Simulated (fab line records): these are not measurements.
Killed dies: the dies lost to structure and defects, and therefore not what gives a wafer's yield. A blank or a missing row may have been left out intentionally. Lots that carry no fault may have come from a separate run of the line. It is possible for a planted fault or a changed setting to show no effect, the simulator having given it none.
The tool behind it: which one? | flow sky130 | Sampling: 11 lots, 33 wafers, 5 of 708 route steps

WHAT THE GAUGES SHOWED, per wafer
SKY_CONTACT_THK_MEAS_03.
lot  | measured     | on            | CONTACT_HDPCVD_THK (nm)
L188 | day 30 22:27 | film metro-03 | 564 566 564
L190 | day 31 23:12 | film metro-01 | 570 562 569
L191 | day 32 03:13 | film metro-04 | 566 562 555
L192 | day 32 15:31 | film metro-03 | 567 569 565
L193 | day 32 22:38 | film metro-01 | 556 559 557
L195 | day 34 00:07 | film metro-01 | 564 566 562
L197 | day 34 08:40 | film metro-04 | 563 566 571
L202 | day 35 17:26 | film metro-03 | 668 557 669
L204 | day 36 12:46 | film metro-04 | 680 566 566
L209 | day 37 14:49 | film metro-03 | 562 566 567
L208 | day 37 17:01 | film metro-03 | 567 569 571

EACH LOT AND THE TOOL THAT RAN IT (in order: tool; ch and the chambers of the sampled wafers; start)
lot  | SKY_LI_CONTACT_STRIP_16              | SKY_LI_CONTACT_SPUTTER_19    | SKY_LOCAL_INTERCONNECT_STRIP_15      | SKY_CONTACT_HDPCVD_02
L188 | plasma asher-04 ch 0,1, day 29 16:40 | pvd sputter-04, day 29 16:58 | plasma asher-03 ch 0,1, day 30 21:40 | hdpcvd-01 ch 0,1,2, day 30 22:23
L190 | plasma asher-02 ch 0,1, day 30 17:16 | pvd sputter-03, day 30 17:34 | plasma asher-03 ch 0,1, day 31 22:26 | hdpcvd-01 ch 0,2, day 31 23:08
L191 | plasma asher-04 ch 0,1, day 30 21:03 | pvd sputter-04, day 30 21:21 | plasma asher-02 ch 0,1, day 32 02:27 | hdpcvd-02 ch 0,2, day 32 03:09
L192 | plasma asher-04 ch 0,1, day 31 08:20 | pvd sputter-01, day 31 08:36 | plasma asher-03 ch 0,1, day 32 14:20 | hdpcvd-02 ch 1,2, day 32 15:25
L193 | plasma asher-04 ch 0,1, day 31 16:39 | pvd sputter-03, day 31 16:57 | plasma asher-02 ch 0,1, day 32 21:53 | hdpcvd-02 ch 0,1, day 32 22:35
L195 | plasma asher-04 ch 1, day 32 20:06   | pvd sputter-03, day 32 20:24 | plasma asher-01 ch 1, day 33 23:20   | hdpcvd-02 ch 0,1, day 34 00:02
L197 | plasma asher-02 ch 0,1, day 33 04:30 | pvd sputter-03, day 33 04:48 | plasma asher-02 ch 0,1, day 34 07:55 | hdpcvd-01 ch 0,1,2, day 34 08:36
L202 | plasma asher-02 ch 0,1, day 34 13:00 | pvd sputter-03, day 34 13:18 | plasma asher-03 ch 0,1, day 35 16:36 | hdpcvd-02 ch 1,2, day 35 17:20
L204 | plasma asher-01 ch 0,1, day 35 08:39 | pvd sputter-01, day 35 08:55 | plasma asher-01 ch 0,1, day 36 11:58 | hdpcvd-02 ch 0,1,2, day 36 12:42
L209 | plasma asher-01 ch 0,1, day 36 11:18 | pvd sputter-01, day 36 11:36 | plasma asher-01 ch 0, day 37 14:04   | hdpcvd-01 ch 0,1,2, day 37 14:45
L208 | plasma asher-02 ch 0,1, day 36 13:06 | pvd sputter-01, day 36 13:24 | plasma asher-03 ch 0,1, day 37 16:14 | hdpcvd-01 ch 0,1,2, day 37 16:56
- SKY_LI_CONTACT_STRIP_16: strips in O2/N2.
- SKY_LI_CONTACT_SPUTTER_19: material Ti, target thk 20 nm, time 106.37 s.
- SKY_LOCAL_INTERCONNECT_STRIP_15: strips in O2/N2.
- SKY_CONTACT_HDPCVD_02: deposits SiO2, target thk 565 nm, time 94.2 s.

AS READ BY THE TOOLS THEMSELVES (means over the sampled wafers that have a number; for cases with no such wafer, the mark the record gives instead)
SKY_LI_CONTACT_STRIP_16.
lot  | tool            | drypump motor current A (A) | oes product au (a.u.) | strip time to endpoint s (s)
L188 | plasma asher-04 | 6.14                        | 0.371                 | 3.482
L190 | plasma asher-02 | 5.64                        | 0.378                 | 3.516
L191 | plasma asher-04 | 6.06                        | 0.375                 | 3.506
L192 | plasma asher-04 | 6.06                        | 0.373                 | 3.493
L193 | plasma asher-04 | 6.14                        | 0.382                 | 3.534
L195 | plasma asher-04 | 5.97                        | 0.374                 | 3.499
L197 | plasma asher-02 | 5.68                        | 0.378                 | 3.482
L202 | plasma asher-02 | 5.68                        | 0.375                 | 3.479
L204 | plasma asher-01 | 5.86                        | 0.376                 | 3.472
L209 | plasma asher-01 | 5.74                        | 0.375                 | 3.481
L208 | plasma asher-02 | 5.68                        | 0.375                 | 3.543

SKY_LI_CONTACT_SPUTTER_19.
lot  | tool           | throttle valve pct (%)
L188 | pvd sputter-04 | 30.3
L190 | pvd sputter-03 | 29.4
L191 | pvd sputter-04 | 30.2
L192 | pvd sputter-01 | 28.8
L193 | pvd sputter-03 | 29.5
L195 | pvd sputter-03 | 30.1
L197 | pvd sputter-03 | 29.3
L202 | pvd sputter-03 | 30.1
L204 | pvd sputter-01 | 30.0
L209 | pvd sputter-01 | 28.6
L208 | pvd sputter-01 | 29.1

SKY_LOCAL_INTERCONNECT_STRIP_15.
lot  | tool            | drypump motor current A (A) | oes product au (a.u.) | strip time to endpoint s (s)
L188 | plasma asher-03 | 6.16                        | 0.426                 | 4.756
L190 | plasma asher-03 | 6.28                        | 0.424                 | 4.727
L191 | plasma asher-02 | 5.68                        | 0.429                 | 4.751
L192 | plasma asher-03 | 6.32                        | 0.426                 | 4.707
L193 | plasma asher-02 | 5.71                        | 0.426                 | 4.708
L195 | plasma asher-01 | 6.03                        | 0.429                 | 4.739
L197 | plasma asher-02 | 5.64                        | 0.425                 | 4.731
L202 | plasma asher-03 | 6.17                        | 0.428                 | 4.740
L204 | plasma asher-01 | 5.87                        | 0.427                 | 4.712
L209 | plasma asher-01 | 5.56                        | 0.427                 | 4.717
L208 | plasma asher-03 | 6.15                        | 0.428                 | 4.724

SKY_CONTACT_HDPCVD_02.
lot  | tool      | run length s (s)
L188 | hdpcvd-01 | 122.2
L190 | hdpcvd-01 | 122.4
L191 | hdpcvd-02 | 122.0
L192 | hdpcvd-02 | 122.3
L193 | hdpcvd-02 | 122.6
L195 | hdpcvd-02 | 122.0
L197 | hdpcvd-01 | 122.0
L202 | hdpcvd-02 | 134.2
L204 | hdpcvd-02 | 128.2
L209 | hdpcvd-01 | 122.1
L208 | hdpcvd-01 | 122.5

THE ANSWER, worked out from the rows above alone
Rule: the usual values come from the lots themselves. Put in order of their means at a reading, lots are off if they are a third of the lots or fewer, leave a main group of 4 or more, and stand apart from it by a gap of 3 or more times the standard deviation of the main group's means; of several such gaps the widest counts. A main group whose means are all the same, to the digits that the tables above print for the reading, isn't used. Also off: a lot with no number at a reading for which 4 or more lots have one. Any other lot the step has rows for is counted as sound. After the gauges, taken in route order, come the tools' own readings; for these a lot's mean is taken, as printed above. The first step at which some lot is off is used, and at that step the reading that is off furthest; a lot without a number counts as furthest.
Off: L202, L204, at SKY_CONTACT_THK_MEAS_03 (CONTACT_HDPCVD_THK). The main group: mean 565 nm, standard deviation 3.4.
A tool fits if, at a process step before that reading, it ran every lot that is off, and no sound lot after the first of them. The gauges at SKY_CONTACT_THK_MEAS_03 aren't tried: what is off there is off at SKY_CONTACT_HDPCVD_02 too, on other tools, and a gauge's error can't cause that. One candidate fits, namely hdpcvd-02 at SKY_CONTACT_HDPCVD_02. Its last sound lot is L195 (day 34 00:02), its first lot that is off L202 (day 35 17:20): a fault that began between those two fits.
On the lots that are off, the tool's own readings at SKY_CONTACT_HDPCVD_02 differ by more than 5 times the standard deviation of the sound lots' means, which bears it out; run length s reads 131.2 s there versus 122.2 s on the sound lots.

WHAT THE SIMULATOR HAD PUT IN
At SKY_CONTACT_HDPCVD_02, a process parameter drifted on hdpcvd-02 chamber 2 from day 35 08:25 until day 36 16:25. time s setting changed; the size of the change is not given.
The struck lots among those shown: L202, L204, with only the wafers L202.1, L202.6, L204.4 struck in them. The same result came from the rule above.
